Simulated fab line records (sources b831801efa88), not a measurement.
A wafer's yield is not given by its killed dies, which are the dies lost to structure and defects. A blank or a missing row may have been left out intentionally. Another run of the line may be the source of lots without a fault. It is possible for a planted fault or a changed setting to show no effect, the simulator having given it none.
fab line records ; flow sky130
record: lots: 14; wafers: 40; last_day: 50
route steps=708 shown FIELD_ISO@26 DNWELL@43 PWDE@51 VT_ADJUST_HVTP@95
lots untouched by any fault: they come from a run of this same line in which no faults occurred
start_h: start of the lot's first displayed wafer, in hours after the record's first day ; wait_h: hours since the lot's step before ; " unchanged from the row above ; L1.1+2: several wafers, shown together as one row ; - no value present, or no start provided ; * or withheld: withheld ; < > ~ a bound
route shown NAME@n: names a module that has steps shown in the file, with the first one's number in the route ; usual: mean/standard deviation of fault-free wafers ; same: alike in all rows ; chamber/n: place in a boat ; sites: the reading at each site ; _std_site: standard deviation across them ; _edge_site: the outer-site mean with the inner-site mean subtracted ; radius_mm: how far each site lies from the wafer's centre ; mask NAME#n: copy n ; behind: the tool/chamber that last shaped the wafer ; hold: cause of the lot's hold/its duration in hours/its outcome ; device: which transistor (n, p or np) failed to switch ; end of line: the same wafers' tests at the end of the route ; for a step that has no rows: nothing shown but its recipe ; killed: dies lost to structure and defects at the first sort, not the wafer's yield ; map: a wafer's dies, x killed, . not, _ none there
set.NAME: setting as actually run; set.NAME@STEP: the setting as run at that earlier step ; model.NAME: the simulator's own value behind a step, which no gauge read
steps of the route over a sample of lots; a table a step, a row a wafer
services: the hour from which a tool's chamber was out of use, counted from the record's first day as start_h (under 0 if before that day), plus the number of hours and why
== steps ==
step: SKY_FIELD_ISO_THK_MEAS_25
recipe: reads: SiO2_of_FIELD_ISO_CVD_24
usual: FIELD_ISO_CVD_24_THK: 594/7.8
lot.wafer;tool;chamber;start_h;wait_h;FIELD_ISO_CVD_24_THK[nm]
L912.1;film_metro-02;-;30.47;0.0;602
L912.3;film_metro-02;-;30.47;0.0;596
L912.6;film_metro-02;-;30.47;0.0;595
L913.2;film_metro-02;-;36.51;0.0;613
L913.3;film_metro-02;-;36.51;0.0;593
L913.6;film_metro-02;-;36.51;0.0;606
L914.2;film_metro-04;-;44.39;0.0;590
L914.3;film_metro-04;-;44.39;0.0;583
L914.5;film_metro-04;-;44.39;0.0;588
L915.2;film_metro-03;-;47.48;0.0;592
L915.3;film_metro-03;-;47.48;0.0;579
L915.4;film_metro-03;-;47.48;0.0;584
L917.2;film_metro-04;-;58.39;0.0;588
L917.3;film_metro-04;-;58.39;0.0;611
L917.4;film_metro-04;-;58.39;0.0;603
L918.1;film_metro-03;-;62.87;0.0;594
L918.2;film_metro-03;-;62.87;0.0;607
L918.3;film_metro-03;-;62.87;0.0;606
L919.2;film_metro-04;-;68.45;0.0;591
L919.4;film_metro-04;-;68.45;0.0;591
L919.6;film_metro-04;-;68.45;0.0;581
L926.4;film_metro-02;-;104.38;0.0;599
L926.5;film_metro-02;-;104.38;0.0;584
L927.2;film_metro-02;-;109.87;0.0;587
L927.6;film_metro-02;-;109.87;0.0;600
L928.1;film_metro-04;-;116.00;0.0;592
L928.2;film_metro-04;-;116.00;0.0;593
L928.4;film_metro-04;-;116.00;0.0;592
L929.2;film_metro-02;-;121.33;0.0;591
L929.4;film_metro-02;-;121.33;0.0;582
L929.6;film_metro-02;-;121.33;0.0;599
L930.1;film_metro-04;-;126.59;0.0;595
L930.3;film_metro-04;-;126.59;0.0;601
L930.6;film_metro-04;-;126.59;0.0;601
L933.2;film_metro-02;-;142.60;0.0;598
L933.3;film_metro-02;-;142.60;0.0;596
L933.6;film_metro-02;-;142.60;0.0;596
L935.2;film_metro-04;-;151.02;0.0;588
L935.3;film_metro-04;-;151.02;0.0;582
L935.4;film_metro-04;-;151.02;0.0;596
step: SKY_DNWELL_STRIP_08
recipe: chemistry: O2/N2; power_w: 1400; pressure_mtorr: 1500; platen_temp_c: withheld; o2_flow_sccm: 3000; n2_flow_sccm: 300; overash_fraction: 0.5
usual: drypump_motor_current_A: 5.8/0.54; oes_product_au: 0.722/0.0045; strip_time_to_endpoint_s: 36.87/0.097
lot.wafer;tool;chamber;start_h;wait_h;drypump_motor_current_A;oes_product_au;rf_hours_counter_h;strip_time_to_endpoint_s
L912.1;plasma_asher-04;0;50.60;0.1;6.3;0.730;36;37.02
L912.3;plasma_asher-04;0;50.60;0.1;6.3;0.721;-;36.91
L912.6;plasma_asher-04;1;50.60;0.1;5.2;0.725;-;36.93
L913.2;plasma_asher-03;0;59.46;0.1;6.3;0.726;23;36.75
L913.3;plasma_asher-03;1;59.46;0.1;6.5;0.718;-;36.78
L913.6;plasma_asher-03;0;59.46;0.1;6.3;0.723;-;36.82
L914.2;plasma_asher-04;1;64.91;0.1;5.2;0.726;37;36.85
L914.3;plasma_asher-04;0;64.91;0.1;6.3;0.730;-;36.83
L914.5;plasma_asher-04;1;64.91;0.1;5.2;0.729;-;36.90
L915.2;plasma_asher-04;1;68.61;0.1;5.2;0.720;37;36.90
L915.3;plasma_asher-04;0;68.61;0.1;6.3;0.718;-;37.05
L915.4;plasma_asher-04;1;68.61;0.1;5.2;0.723;-;36.96
L917.2;plasma_asher-01;0;81.21;0.1;5.2;0.721;40;36.87
L917.3;plasma_asher-01;1;81.21;0.1;5.7;0.724;-;36.90
L917.4;plasma_asher-01;0;81.21;0.1;5.2;0.721;-;36.86
L918.1;plasma_asher-04;1;85.50;0.1;5.2;0.715;39;36.87
L918.2;plasma_asher-04;0;85.50;0.1;6.3;0.724;39;36.95
L918.3;plasma_asher-04;0;85.50;0.1;6.3;0.721;-;36.86
L919.2;plasma_asher-03;1;90.86;0.1;6.6;0.727;26;36.97
L919.4;plasma_asher-03;1;90.86;0.1;6.5;0.726;-;36.90
L919.6;plasma_asher-03;1;90.86;0.1;6.5;0.719;-;36.93
L926.4;plasma_asher-04;1;127.88;0.1;5.2;0.725;-;36.82
L926.5;plasma_asher-04;0;127.88;0.1;6.3;0.726;-;36.89
L927.2;plasma_asher-01;0;133.66;0.1;5.2;0.727;2;36.77
L927.6;plasma_asher-01;1;133.66;0.1;5.7;0.722;-;36.85
L928.1;plasma_asher-03;1;140.55;0.1;6.5;0.713;31;36.76
L928.2;plasma_asher-03;0;140.55;0.1;6.2;0.718;31;36.71
L928.4;plasma_asher-03;0;140.55;0.1;6.3;0.722;-;36.82
L929.2;plasma_asher-01;0;144.94;0.1;5.2;0.720;3;36.82
L929.4;plasma_asher-01;0;144.94;0.1;5.2;0.722;-;36.95
L929.6;plasma_asher-01;0;144.94;0.1;5.2;0.723;-;36.80
L930.1;plasma_asher-01;1;151.66;0.1;5.7;0.716;3;36.68
L930.3;plasma_asher-01;0;151.66;0.1;5.2;0.719;-;36.85
L930.6;plasma_asher-01;1;151.66;0.1;5.7;0.722;-;36.71
L933.2;plasma_asher-01;1;168.39;0.1;5.7;0.721;5;36.58
L933.3;plasma_asher-01;1;168.39;0.1;5.7;0.719;-;36.79
L933.6;plasma_asher-01;0;168.39;0.1;5.2;0.716;-;36.65
L935.2;plasma_asher-01;1;176.54;0.1;5.7;0.721;6;37.03
L935.3;plasma_asher-01;0;176.54;0.1;5.2;0.722;-;36.96
L935.4;plasma_asher-01;1;176.54;0.1;5.7;0.723;-;36.93
step: SKY_PWDE_DEVELOP_06
recipe: wall_angle_deg: 90; developer: TMAH; develop_time_s: 60; dev_temp_c: 23
lot.wafer;tool;chamber;start_h;wait_h
L912.1+3+6;litho_track-01;0;67;-
L913.2+3+6;litho_track-04;0;76;-
L914.2+3+5;litho_track-01;0;82;-
L915.2+3+4;litho_track-03;0;86;-
L917.2+3+4;litho_track-04;0;99;-
L918.1+2+3;litho_track-03;0;104;-
L919.2+4+6;litho_track-04;0;109;-
L926.4+5;litho_track-04;0;146;-
L927.2+6;litho_track-04;0;153;-
L928.1+2+4;litho_track-03;0;159;-
L929.2+4+6;litho_track-01;0;164;-
L930.1+3+6;litho_track-01;0;172;-
L933.2+3+6;litho_track-01;0;189;-
L935.2+3+4;litho_track-01;0;197;-
step: SKY_PWDE_OVL_MEAS_07
usual: PWDE_OVL: -0.2/1.4
lot.wafer;tool;chamber;start_h;wait_h;PWDE_OVL[nm]
L912.1;overlay-02;-;67.35;-;-1.9
L912.3;overlay-02;-;67.35;-;-0.6
L912.6;overlay-02;-;67.35;-;-1.5
L913.2;overlay-02;-;76.48;-;1.5
L913.3;overlay-02;-;76.48;-;1.7
L913.6;overlay-02;-;76.48;-;3.0
L914.2;overlay-02;-;82.35;-;-0.3
L914.3;overlay-02;-;82.35;-;-0.4
L914.5;overlay-02;-;82.35;-;-0.5
L915.2;overlay-02;-;86.47;-;0.7
L915.3;overlay-02;-;86.47;-;0.1
L915.4;overlay-02;-;86.47;-;-0.2
L917.2;overlay-02;-;99.53;-;-2.0
L917.3;overlay-02;-;99.53;-;-0.7
L917.4;overlay-02;-;99.53;-;-2.1
L918.1;overlay-02;-;104.26;-;-2.1
L918.2;overlay-02;-;104.26;-;0.2
L918.3;overlay-02;-;104.26;-;0.5
L919.2;overlay-02;-;110.08;-;-1.3
L919.4;overlay-02;-;110.08;-;0.4
L919.6;overlay-02;-;110.08;-;-0.6
L926.4;overlay-01;-;146.99;-;-0.6
L926.5;overlay-01;-;146.99;-;-
L927.2;overlay-01;-;153.53;-;-
L927.6;overlay-01;-;153.53;-;0.1
L928.1;overlay-01;-;160.06;-;1.1
L928.2;overlay-01;-;160.06;-;-0.5
L928.4;overlay-01;-;160.06;-;-0.7
L929.2;overlay-02;-;165.00;-;0.2
L929.4;overlay-02;-;165.00;-;-1.0
L929.6;overlay-02;-;165.00;-;0.8
L930.1;overlay-02;-;172.39;-;-1.5
L930.3;overlay-02;-;172.39;-;-1.5
L930.6;overlay-02;-;172.39;-;-0.7
L933.2;overlay-02;-;189.35;-;0.4
L933.3;overlay-02;-;189.35;-;1.3
L933.6;overlay-02;-;189.35;-;1.1
L935.2;overlay-01;-;197.40;-;-0.4
L935.3;overlay-01;-;197.40;-;-0.2
L935.4;overlay-01;-;197.40;-;-1.1
step: SKY_PWDE_TW_MEAS_10
usual: PWDE_TW: 373.5/2.8
lot.wafer;tool;chamber;start_h;wait_h;PWDE_TW
L912.1;film_metro-03;-;67.63;0.1;368.5
L912.3;film_metro-03;-;67.63;0.1;369.5
L912.6;film_metro-03;-;67.63;0.1;372.0
L913.2;film_metro-02;-;76.77;0.1;372.2
L913.3;film_metro-02;-;76.77;0.1;374.2
L913.6;film_metro-02;-;76.77;0.1;373.0
L914.2;film_metro-03;-;82.64;0.1;368.1
L914.3;film_metro-03;-;82.64;0.1;368.9
L914.5;film_metro-03;-;82.64;0.1;366.5
L915.2;film_metro-01;-;86.76;0.1;373.7
L915.3;film_metro-01;-;86.76;0.1;374.1
L915.4;film_metro-01;-;86.76;0.1;374.5
L917.2;film_metro-01;-;99.82;0.1;370.6
L917.3;film_metro-01;-;99.82;0.1;373.8
L917.4;film_metro-01;-;99.82;0.1;371.2
L918.1;film_metro-03;-;104.55;0.1;371.0
L918.2;film_metro-03;-;104.55;0.1;372.4
L918.3;film_metro-03;-;104.55;0.1;369.3
L919.2;film_metro-03;-;110.37;0.1;370.2
L919.4;film_metro-03;-;110.37;0.1;370.3
L919.6;film_metro-03;-;110.37;0.1;370.1
L926.4;film_metro-02;-;147.29;0.1;376.2
L926.5;film_metro-02;-;147.29;0.1;30.1
L927.2;film_metro-01;-;153.82;0.1;30.0
L927.6;film_metro-01;-;153.82;0.1;375.8
L928.1;film_metro-02;-;160.35;0.1;374.9
L928.2;film_metro-02;-;160.35;0.1;376.7
L928.4;film_metro-02;-;160.35;0.1;378.1
L929.2;film_metro-01;-;165.29;0.1;376.5
L929.4;film_metro-01;-;165.29;0.1;376.6
L929.6;film_metro-01;-;165.29;0.1;373.8
L930.1;film_metro-02;-;172.68;0.1;375.0
L930.3;film_metro-02;-;172.68;0.1;373.9
L930.6;film_metro-02;-;172.68;0.1;378.0
L933.2;film_metro-01;-;189.64;0.1;375.3
L933.3;film_metro-01;-;189.64;0.1;375.2
L933.6;film_metro-01;-;189.64;0.1;374.4
L935.2;film_metro-01;-;197.69;0.1;375.4
L935.3;film_metro-01;-;197.69;0.1;376.8
L935.4;film_metro-01;-;197.69;0.1;377.3
step: SKY_VT_ADJUST_HVTP_STRIP_10
recipe: chemistry: O2/N2; power_w: 1400; pressure_mtorr: 1500; platen_temp_c: withheld; o2_flow_sccm: 3000; n2_flow_sccm: 300; overash_fraction: 0.5
usual: drypump_motor_current_A: 6.0/0.43; oes_product_au: 0.716/0.0044; strip_time_to_endpoint_s: 14.19/0.035
lot.wafer;tool;chamber;start_h;wait_h;drypump_motor_current_A;oes_product_au;rf_hours_counter_h;strip_time_to_endpoint_s
L912.1;plasma_asher-03;1;124.32;0.1;6.5;0.723;30;14.25
L912.3;plasma_asher-03;0;124.32;0.1;6.3;0.714;-;14.25
L912.6;plasma_asher-03;1;124.32;0.1;6.6;0.717;-;14.25
L913.2;plasma_asher-02;1;135.06;0.1;6.1;0.717;45;14.20
L913.3;plasma_asher-02;0;135.06;0.1;5.7;0.713;-;14.17
L913.6;plasma_asher-02;0;135.06;0.1;5.7;0.718;-;14.19
L914.2;plasma_asher-02;0;141.73;0.1;5.7;0.713;46;14.18
L914.3;plasma_asher-02;0;141.73;0.1;5.7;0.707;-;14.20
L914.5;plasma_asher-02;0;141.73;0.1;5.7;0.718;-;14.21
L915.2;plasma_asher-01;0;145.52;0.1;5.1;0.719;3;14.22
L915.3;plasma_asher-01;0;145.52;0.1;5.2;0.715;-;14.24
L915.4;plasma_asher-01;1;145.52;0.1;5.7;0.713;-;14.18
L917.2;plasma_asher-02;0;159.37;0.1;5.7;0.711;48;14.24
L917.3;plasma_asher-02;1;159.37;0.1;6.1;0.712;-;14.21
L917.4;plasma_asher-02;0;159.37;0.1;5.7;0.711;-;14.21
L918.1;plasma_asher-03;1;164.57;0.1;6.5;0.718;33;14.23
L918.2;plasma_asher-03;0;164.57;0.1;6.3;0.712;33;14.21
L918.3;plasma_asher-03;0;164.57;0.1;6.3;0.717;-;14.21
L919.2;plasma_asher-03;1;171.23;0.1;6.5;0.715;34;14.18
L919.4;plasma_asher-03;0;171.23;0.1;6.3;0.717;-;14.16
L919.6;plasma_asher-03;0;171.23;0.1;6.3;0.714;-;14.25
L926.4;plasma_asher-03;0;211.80;0.1;6.3;0.716;-;14.22
L926.5;plasma_asher-03;0;211.80;0.1;6.3;0.712;-;14.24
L927.2;plasma_asher-01;0;218.73;0.1;5.2;0.717;10;14.20
L927.6;plasma_asher-01;1;218.73;0.1;5.7;0.716;-;14.20
L928.1;plasma_asher-01;0;226.23;0.1;5.2;0.709;11;14.24
L928.2;plasma_asher-01;1;226.23;0.1;5.7;0.715;11;14.21
L928.4;plasma_asher-01;0;226.23;0.1;5.2;0.713;-;14.21
L929.2;plasma_asher-02;1;231.18;0.1;6.1;0.713;55;14.21
L929.4;plasma_asher-02;1;231.18;0.1;6.1;0.718;-;14.28
L929.6;plasma_asher-02;1;231.18;0.1;6.1;0.720;-;14.24
L930.1;plasma_asher-03;0;240.33;0.1;6.3;0.717;41;14.17
L930.3;plasma_asher-03;0;240.33;0.1;6.3;0.717;-;14.18
L930.6;plasma_asher-03;1;240.33;0.1;6.5;0.710;-;14.18
L933.2;plasma_asher-03;0;256.98;0.1;6.3;0.716;43;14.17
L933.3;plasma_asher-03;1;256.98;0.1;6.5;0.711;-;14.21
L933.6;plasma_asher-03;1;256.98;0.1;6.5;0.708;-;14.19
L935.2;plasma_asher-03;0;265.83;0.1;6.3;0.720;44;14.18
L935.3;plasma_asher-03;0;265.83;0.1;6.3;0.711;-;14.20
L935.4;plasma_asher-03;1;265.83;0.1;6.5;0.720;-;14.24
== services ==
tool;chamber;start_h;hours;kind
plasma_asher-03;-;61.59;1.3;repair
plasma_asher-01;-;108.75;9.0;pm
plasma_asher-01;0;108.75;9.0;vent_cycle
plasma_asher-01;1;108.75;9.0;vent_cycle
plasma_asher-01;0;117.75;-;clean
plasma_asher-01;1;117.75;-;clean
litho_track-01;-;120.61;-;consumable_replace:filter
plasma_asher-04;-;120.87;2.1;repair
plasma_asher-04;-;240.41;1.6;repair
plasma_asher-02;-;257.47;1.8;repair
== key ==
first_sign: step: SKY_PWDE_OVL_MEAS_07; reading: PWDE_OVL; direction: missing
effect: step: SKY_PWDE_TW_MEAS_10; reading: PWDE_TW; direction: down; sigmas: 99+; usual: 373.5; struck: 30.1
met_at SKY_PWDE_DEVELOP_06
struck_lots L926,L927
struck_wafers L926.5,L927.2
sort_left_out L926.5,L927.2
tester_left_out L926,L927
not_acting_at SKY_FIELD_ISO_THK_MEAS_25,SKY_DNWELL_STRIP_08,SKY_VT_ADJUST_HVTP_STRIP_10
onset_between 109 146
fault: kind: process_parameter_drift; tool: litho_track-04; chamber: -; onset_h: 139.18; steps: SKY_PWDE_DEVELOP_06; channel: develop_time_s; offset: *; shape: step; end_h: 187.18; scope: struck_wafers_only; acts_in: *; stated: *
tester_left_out: of these lots the tester's yield and bins aren't shown, on N5 and GAA mostly nor the transistor test; their killed dies are dies lost to structure and defects alone, not to doping, threshold or leakage, so they don't give the yield
sort_left_out: the simulated sort isn't trusted on such a fault, so these wafers' sort isn't shown, and their yield isn't known
